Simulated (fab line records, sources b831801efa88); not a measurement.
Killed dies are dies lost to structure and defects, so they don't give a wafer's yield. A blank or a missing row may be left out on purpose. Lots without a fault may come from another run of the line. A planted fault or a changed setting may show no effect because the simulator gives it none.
Which tool did it? | flow gf180mcu | 6 lots, 18 wafers sampled, at 2 steps of a route of 602

WHAT THE GAUGES READ, wafer by wafer
GF_MVSD_TW_MEAS_11.
lot  | measured    | on            | MVSD_TW
L508 | day 4 20:26 | film_metro-04 | 1580 1574 1583
L511 | day 5 12:20 | film_metro-04 | 1576 1578 1586
L514 | day 6 04:58 | film_metro-03 | 1606 1607 1591
L517 | day 6 22:40 | film_metro-01 | 1566 1567 1582
L521 | day 7 21:13 | film_metro-01 | 1587 1583 1574
L524 | day 8 13:22 | film_metro-03 | 1590 1586 1595

WHICH TOOL RAN EACH LOT (tool, then ch and the chambers of the sampled wafers, then the start)
lot  | GF_MVSD_IMPLANT_08
L508 | implanter-02 ch 0, day 4 20:04
L511 | implanter-03 ch 0, day 5 11:58
L514 | implanter-03 ch 0, day 6 04:35
L517 | implanter-03 ch 0, day 6 22:16
L521 | implanter-02 ch 0, day 7 20:50
L524 | implanter-04 ch 0, day 8 12:58
- GF_MVSD_IMPLANT_08

THE ANSWER, worked out from the rows above alone
Rule: what is usual is taken from the lots themselves. Put in order of their means at a reading, lots are off if they are a third of the lots or fewer, leave a main group of 4 or more, and stand apart from it by a gap of 3 or more times the standard deviation of the main group's means; of several such gaps the widest counts. A main group whose means are all the same, to the digits that the tables above print for the reading, isn't used. A lot without any number at a reading at which 4 lots or more have one is off too. The other lots that the step has rows for count as sound.
No lot is off at any reading shown: from this, nothing can be told.

WHAT THE SIMULATOR HAD PUT IN
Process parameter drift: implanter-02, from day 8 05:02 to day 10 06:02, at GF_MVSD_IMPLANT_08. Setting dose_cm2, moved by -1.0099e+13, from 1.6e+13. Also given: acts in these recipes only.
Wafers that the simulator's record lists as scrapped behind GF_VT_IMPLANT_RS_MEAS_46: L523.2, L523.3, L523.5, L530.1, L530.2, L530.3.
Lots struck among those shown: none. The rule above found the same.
